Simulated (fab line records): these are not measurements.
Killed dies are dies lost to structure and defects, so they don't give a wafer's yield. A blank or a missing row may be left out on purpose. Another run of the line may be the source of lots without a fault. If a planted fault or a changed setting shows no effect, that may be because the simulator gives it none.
What tool caused it? :: flow sky130 :: 42 wafers from 15 lots sampled at 4 of the route's 708 steps

WHAT EACH GAUGE READ, for each wafer
SKY_POLY_GATE_THK_MEAS_04.
lot: L105
measured: day 15 06:45
on: film metro-02
POLY_GATE_CVD_03_THK (nm): 75.5 76.2 75.9

lot: L106
measured: day 15 09:55
on: film metro-04
POLY_GATE_CVD_03_THK (nm): 73.6 74.1 74.1

lot: L107
measured: day 15 20:54
on: film metro-03
POLY_GATE_CVD_03_THK (nm): 76.0 75.8 75.8

lot: L108
measured: day 16 01:42
on: film metro-02
POLY_GATE_CVD_03_THK (nm): 75.4 75.3 74.9

lot: L109
measured: day 16 23:17
on: film metro-03
POLY_GATE_CVD_03_THK (nm): 76.0 75.2 74.8

lot: L111
measured: day 17 10:14
on: film metro-03
POLY_GATE_CVD_03_THK (nm): 75.5 76.3 75.8

lot: L112
measured: day 17 19:32
on: film metro-03
POLY_GATE_CVD_03_THK (nm): 75.3 75.3 75.3

lot: L114
measured: day 18 10:46
on: film metro-03
POLY_GATE_CVD_03_THK (nm): 76.5 75.6 75.6

lot: L115
measured: day 18 18:17
on: film metro-03
POLY_GATE_CVD_03_THK (nm): 74.4 74.4 75.0

lot: L116
measured: day 19 04:06
on: film metro-04
POLY_GATE_CVD_03_THK (nm): 75.0 74.1 74.3

lot: L118
measured: day 20 01:57
on: film metro-04
POLY_GATE_CVD_03_THK (nm): 76.0 75.3 75.0

lot: L121
measured: day 21 00:01
on: film metro-04
POLY_GATE_CVD_03_THK (nm): 76.4 75.8

lot: L123
measured: day 21 20:43
on: film metro-04
POLY_GATE_CVD_03_THK (nm): 75.6 74.9

lot: L125
measured: day 22 08:17
on: film metro-02
POLY_GATE_CVD_03_THK (nm): 75.4 74.6

lot: L128
measured: day 23 04:41
on: film metro-02
POLY_GATE_CVD_03_THK (nm): 74.7 74.5 74.4

SKY_LDD_N_OVL_MEAS_07.
lot: L105
measured: day 17 19:10
on: overlay-01
LDD_N_OVL (nm): -0.5 -2.4 -2.0

lot: L106
measured: day 17 23:17
on: overlay-01
LDD_N_OVL (nm): -0.1 -0.6 -3.7

lot: L107
measured: day 18 08:02
on: overlay-01
LDD_N_OVL (nm): -0.2 -0.1 2.4

lot: L108
measured: day 18 12:19
on: overlay-02
LDD_N_OVL (nm): -1.9 -0.4 -2.5

lot: L109
measured: day 19 12:28
on: overlay-02
LDD_N_OVL (nm): 1.0 -0.3 -0.2

lot: L111
measured: day 20 01:13
on: overlay-01
LDD_N_OVL (nm): 0.0 0.1 0.9

lot: L112
measured: day 20 12:34
on: overlay-01
LDD_N_OVL (nm): -4.2 -2.5 -1.1

lot: L114
measured: day 21 01:49
on: overlay-02
LDD_N_OVL (nm): 2.0 0.2 -0.2

lot: L115
measured: day 21 09:59
on: overlay-02
LDD_N_OVL (nm): 2.4 0.0 -0.4

lot: L116
measured: day 21 20:13
on: overlay-02
LDD_N_OVL (nm): -3.1 -2.3 0.5

lot: L118
measured: day 22 16:31
on: overlay-02
LDD_N_OVL (nm): 0.5 -0.7 0.2

lot: L121
measured: day 23 14:23
on: overlay-01
LDD_N_OVL (nm): -0.3 -1.9

lot: L123
measured: day 24 09:59
on: overlay-01
LDD_N_OVL (nm): 0.8 -1.8

lot: L125
measured: day 24 22:25
on: overlay-02
LDD_N_OVL (nm): -0.5 -1.5

lot: L128
measured: day 25 17:52
on: overlay-02
LDD_N_OVL (nm): -0.5 -0.5 -0.7

TOOL THAT RAN EACH LOT (tool first, then ch and the chambers of the sampled wafers, then the start)
lot: L105
SKY_POLY_GATE_ETCH_17: rie si-02 ch 0,2,3, day 16 10:09
SKY_POLY_GATE_STRIP_18: plasma asher-02 ch 0, day 16 10:13

lot: L106
SKY_POLY_GATE_ETCH_17: rie si-02 ch 0,3, day 16 13:39
SKY_POLY_GATE_STRIP_18: plasma asher-03 ch 0,1, day 16 13:44

lot: L107
SKY_POLY_GATE_ETCH_17: rie si-01 ch 0,1, day 17 00:51
SKY_POLY_GATE_STRIP_18: plasma asher-04 ch 0,1, day 17 00:56

lot: L108
SKY_POLY_GATE_ETCH_17: rie si-02 ch 0,1,2, day 17 05:16
SKY_POLY_GATE_STRIP_18: plasma asher-03 ch 0, day 17 05:19

lot: L109
SKY_POLY_GATE_ETCH_17: rie si-02 ch 0,1,2, day 18 04:30
SKY_POLY_GATE_STRIP_18: plasma asher-03 ch 0,1, day 18 04:34

lot: L111
SKY_POLY_GATE_ETCH_17: rie si-01 ch 0,1,3, day 18 15:52
SKY_POLY_GATE_STRIP_18: plasma asher-03 ch 0,1, day 18 15:55

lot: L112
SKY_POLY_GATE_ETCH_17: rie si-02 ch 0,2,3, day 19 01:45
SKY_POLY_GATE_STRIP_18: plasma asher-02 ch 0,1, day 19 01:49

lot: L114
SKY_POLY_GATE_ETCH_17: rie si-01 ch 1,2,3, day 19 18:06
SKY_POLY_GATE_STRIP_18: plasma asher-04 ch 0,1, day 19 18:10

lot: L115
SKY_POLY_GATE_ETCH_17: rie si-02 ch 0,3, day 20 01:31
SKY_POLY_GATE_STRIP_18: plasma asher-04 ch 0,1, day 20 01:37

lot: L116
SKY_POLY_GATE_ETCH_17: rie si-01 ch 0,1,3, day 20 11:13
SKY_POLY_GATE_STRIP_18: plasma asher-03 ch 0,1, day 20 11:16

lot: L118
SKY_POLY_GATE_ETCH_17: rie si-01 ch 0,3, day 21 08:51
SKY_POLY_GATE_STRIP_18: plasma asher-02 ch 0,1, day 21 08:55

lot: L121
SKY_POLY_GATE_ETCH_17: rie si-02 ch 2,3, day 22 06:38
SKY_POLY_GATE_STRIP_18: plasma asher-04 ch 0,1, day 22 06:44

lot: L123
SKY_POLY_GATE_ETCH_17: rie si-02 ch 0,1, day 23 03:16
SKY_POLY_GATE_STRIP_18: plasma asher-02 ch 0,1, day 23 03:22

lot: L125
SKY_POLY_GATE_ETCH_17: rie si-02 ch 1,3, day 23 15:01
SKY_POLY_GATE_STRIP_18: plasma asher-02 ch 0,1, day 23 15:04

lot: L128
SKY_POLY_GATE_ETCH_17: rie si-01 ch 0,1, day 24 11:03
SKY_POLY_GATE_STRIP_18: plasma asher-04 ch 0,1, day 24 11:07
- SKY_POLY_GATE_ETCH_17: etches poly-Si in HBr/Cl2, stops on SiO2, target depth 180 nm, time 70.5 s.
- SKY_POLY_GATE_STRIP_18: strips in O2/N2.

AS READ BY THE TOOLS THEMSELVES (means over the sampled wafers that have a number; for cases with no such wafer, the mark the record gives instead)
SKY_POLY_GATE_ETCH_17.
lot: L105
tool: rie si-02
drypump motor current A (A): 5.4
oes product au (a.u.): 0.984
throttle valve pct (%): 33.683

lot: L106
tool: rie si-02
drypump motor current A (A): 5.2
oes product au (a.u.): 0.978
throttle valve pct (%): 33.677

lot: L107
tool: rie si-01
drypump motor current A (A): 5.5
oes product au (a.u.): 0.986
throttle valve pct (%): 33.687

lot: L108
tool: rie si-02
drypump motor current A (A): 5.4
oes product au (a.u.): 0.984
throttle valve pct (%): 33.679

lot: L109
tool: rie si-02
drypump motor current A (A): 5.4
oes product au (a.u.): 0.985
throttle valve pct (%): 33.687

lot: L111
tool: rie si-01
drypump motor current A (A): 5.9
oes product au (a.u.): 0.991
throttle valve pct (%): 33.683

lot: L112
tool: rie si-02
drypump motor current A (A): 5.4
oes product au (a.u.): 0.981
throttle valve pct (%): 33.683

lot: L114
tool: rie si-01
drypump motor current A (A): 6.1
oes product au (a.u.): 0.985
throttle valve pct (%): 33.686

lot: L115
tool: rie si-02
drypump motor current A (A): 5.2
oes product au (a.u.): 0.985
throttle valve pct (%): 33.689

lot: L116
tool: rie si-01
drypump motor current A (A): 5.9
oes product au (a.u.): 0.978
throttle valve pct (%): 33.690

lot: L118
tool: rie si-01
drypump motor current A (A): 5.9
oes product au (a.u.): 0.987
throttle valve pct (%): 33.681

lot: L121
tool: rie si-02
drypump motor current A (A): 5.3
oes product au (a.u.): 0.838
throttle valve pct (%): 33.677

lot: L123
tool: rie si-02
drypump motor current A (A): 5.3
oes product au (a.u.): 0.832
throttle valve pct (%): 33.673

lot: L125
tool: rie si-02
drypump motor current A (A): 5.2
oes product au (a.u.): 0.840
throttle valve pct (%): 33.678

lot: L128
tool: rie si-01
drypump motor current A (A): 5.5
oes product au (a.u.): 0.978
throttle valve pct (%): 33.687

SKY_POLY_GATE_STRIP_18.
lot: L105
tool: plasma asher-02
drypump motor current A (A): 5.5
oes product au (a.u.): 0.364
strip time to endpoint s (s): 3.15

lot: L106
tool: plasma asher-03
drypump motor current A (A): 6.1
oes product au (a.u.): 0.358
strip time to endpoint s (s): 3.19

lot: L107
tool: plasma asher-04
drypump motor current A (A): 5.3
oes product au (a.u.): 0.359
strip time to endpoint s (s): 3.21

lot: L108
tool: plasma asher-03
drypump motor current A (A): 6.4
oes product au (a.u.): 0.359
strip time to endpoint s (s): 3.20

lot: L109
tool: plasma asher-03
drypump motor current A (A): 5.7
oes product au (a.u.): 0.361
strip time to endpoint s (s): 3.11

lot: L111
tool: plasma asher-03
drypump motor current A (A): 5.7
oes product au (a.u.): 0.358
strip time to endpoint s (s): 3.12

lot: L112
tool: plasma asher-02
drypump motor current A (A): 5.5
oes product au (a.u.): 0.364
strip time to endpoint s (s): 3.21

lot: L114
tool: plasma asher-04
drypump motor current A (A): 5.3
oes product au (a.u.): 0.359
strip time to endpoint s (s): 3.18

lot: L115
tool: plasma asher-04
drypump motor current A (A): 5.3
oes product au (a.u.): 0.362
strip time to endpoint s (s): 3.21

lot: L116
tool: plasma asher-03
drypump motor current A (A): 5.7
oes product au (a.u.): 0.361
strip time to endpoint s (s): 3.19

lot: L118
tool: plasma asher-02
drypump motor current A (A): 5.4
oes product au (a.u.): 0.357
strip time to endpoint s (s): 3.18

lot: L121
tool: plasma asher-04
drypump motor current A (A): 5.3
oes product au (a.u.): 0.365
strip time to endpoint s (s): 3.41

lot: L123
tool: plasma asher-02
drypump motor current A (A): 5.5
oes product au (a.u.): 0.369
strip time to endpoint s (s): 3.38

lot: L125
tool: plasma asher-02
drypump motor current A (A): 5.5
oes product au (a.u.): 0.369
strip time to endpoint s (s): 3.38

lot: L128
tool: plasma asher-04
drypump motor current A (A): 5.3
oes product au (a.u.): 0.367
strip time to endpoint s (s): 3.20

THE ANSWER, worked out from the rows above alone
Rule: usual is defined by the lots themselves. The widest of any qualifying gaps counts: lots, ordered by their means at a reading, are off when they make up no more than a third of the lots, leave a main group of 4 or more, and stand apart from it by 3 or more times the standard deviation of that group's means. A main group is skipped when, at the precision printed for the reading in the tables above, its means are all equal. Also off: a lot with no number at a reading for which 4 or more lots have one. Any other lot the step has rows for is counted as sound. After the gauges, taken in route order, come the tools' own readings; for these a lot's mean is taken, as printed above. At the first step where some lot is off, the reading lying furthest off is the one used; lots without a number count as furthest.
Off: L121, L123, L125 (SKY_POLY_GATE_ETCH_17, oes product au). The main group has a mean of 0.984 a.u. with a standard deviation of 0.0039.
If a tool, at that step or one of the process steps before it, ran each lot that is off and ran no sound lot following the first of them, it fits. One fits: rie si-02 at SKY_POLY_GATE_ETCH_17. Its last sound lot is L115 (day 20 01:31), its first lot that is off L121 (day 22 06:38): a fault that began between those two fits.
The tool's own readings at SKY_POLY_GATE_ETCH_17 bear it out: on the lots that are off they differ by more than 5 times the standard deviation of the sound lots' means. oes product au reads 0.837 a.u. there against 0.984 a.u. on the sound lots.

WHAT THE SIMULATOR HAD INSERTED
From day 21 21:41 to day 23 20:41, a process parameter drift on rie si-02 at SKY_POLY_GATE_ETCH_17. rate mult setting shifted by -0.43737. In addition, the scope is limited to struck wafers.
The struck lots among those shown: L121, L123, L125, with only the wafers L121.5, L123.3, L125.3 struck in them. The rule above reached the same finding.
